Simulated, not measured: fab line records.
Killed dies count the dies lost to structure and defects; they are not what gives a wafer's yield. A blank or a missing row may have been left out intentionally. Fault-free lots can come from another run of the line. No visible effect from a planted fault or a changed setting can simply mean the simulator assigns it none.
The tool behind it: which one? ; flow sfq-line ; 42 wafers from 14 lots sampled at 2 of the route's 325 steps

WHAT EACH GAUGE READ, for each wafer
SFQ_M6_OVL_MEAS_940. Usual: M6_OVL gives 1 nm (standard deviation 5.6).
lot;measured;on;M6_OVL (nm);flag
L772;day 65 03:02;overlay-02;-8 -3 0;
L773;day 68 16:33;overlay-01;-2 -9 6;
L774;day 68 21:22;overlay-01;11 14 10;
L775;day 68 22:33;overlay-01;-1 -3 7;
L776;day 69 02:09;overlay-02;6 6 7;
L779;day 70 13:38;overlay-02;4 -3 -5;
L780;day 70 16:01;overlay-02;2 2 1;
L781;day 70 22:02;overlay-01;3 -1 3;
L786;day 72 11:34;overlay-01;10 5 8;
L790;day 74 14:02;overlay-01;7 -2 1;
L791;day 74 16:32;overlay-01;6 7 4;
L792;day 75 04:34;overlay-02;2 10 10;
L793;day 75 11:38;overlay-02;1 -2 6;
L794;day 76 14:06;overlay-02;11 8 8;

EACH LOT AND THE TOOL THAT RAN IT (in order: tool; ch and the chambers of the sampled wafers; start)
lot;SFQ_TRILAYER_C5_ETCH_VIA_ETCH_154
L772;rie-diel-03 ch 2,3, day 64 17:02
L773;rie-diel-01 ch 0,1, day 65 00:14
L774;rie-diel-01 ch 1,2, day 65 05:02
L775;rie-diel-02 ch 1,2,3, day 65 06:14
L776;rie-diel-01 ch 0,3, day 65 08:38
L779;rie-diel-03 ch 0,2,3, day 67 04:12
L780;rie-diel-01 ch 1,2,3, day 67 06:36
L781;rie-diel-03 ch 2,3, day 67 13:01
L786;rie-diel-01 ch 1,2,3, day 69 01:01
L790;rie-diel-01 ch 0,1, day 74 07:56
L791;rie-diel-02 ch 1,2,3, day 74 09:15
L792;rie-diel-02 ch 2,3, day 74 23:52
L793;rie-diel-03 ch 1,3, day 75 08:16
L794;rie-diel-02 ch 1,2,3, day 76 10:40
- SFQ_TRILAYER_C5_ETCH_VIA_ETCH_154: etches SiO2 in CHF3, stops on Nb, target depth 84 nm.

AS READ BY THE TOOLS THEMSELVES (means over the sampled wafers that have a number; for cases with no such wafer, the mark the record gives instead)
SFQ_TRILAYER_C5_ETCH_VIA_ETCH_154. Usual: chamber-pressure-mTorr 30.00 mTorr, standard deviation 0.032; drypump-motor-current-A 5.7 A, standard deviation 0.46; oes-product-au 0.892 a.u., standard deviation 0.0092.
lot;tool;chamber-pressure-mTorr (mTorr);drypump-motor-current-A (A);oes-product-au (a.u.);flag
L772;rie-diel-03;29.99;5.4;0.885;
L773;rie-diel-01;30.00;5.6;0.881;
L774;rie-diel-01;30.01;5.8;0.895;
L775;rie-diel-02;30.04;5.4;0.894;
L776;rie-diel-01;29.99;5.9;0.890;
L779;rie-diel-03;30.00;5.4;0.893;
L780;rie-diel-01;30.01;5.8;0.893;
L781;rie-diel-03;30.02;5.6;0.899;
L786;rie-diel-01;29.99;5.8;0.890;
L790;rie-diel-01;29.99;5.8;0.892;
L791;rie-diel-02;29.98;5.4;0.883;
L792;rie-diel-02;29.98;5.7;0.893;
L793;rie-diel-03;30.00;5.8;0.896;
L794;rie-diel-02;29.99;5.4;0.891;

THE ANSWER, worked out from the rows above alone
Rule: lot off if the mean of its wafers having a number is beyond 3 standard deviations from the usual mean. Also off: a lot with no number at a reading for which 4 or more lots have one. All remaining lots with rows at the step are treated as sound. After the gauges, taken in route order, come the tools' own readings; for these a lot's mean is taken, as printed above. At the first step where some lot is off, the reading lying furthest off is the one used; lots without a number count as furthest.
No lot is off on any of the readings shown, so nothing can be concluded from this.

WHAT HAD BEEN PUT IN BY THE SIMULATOR
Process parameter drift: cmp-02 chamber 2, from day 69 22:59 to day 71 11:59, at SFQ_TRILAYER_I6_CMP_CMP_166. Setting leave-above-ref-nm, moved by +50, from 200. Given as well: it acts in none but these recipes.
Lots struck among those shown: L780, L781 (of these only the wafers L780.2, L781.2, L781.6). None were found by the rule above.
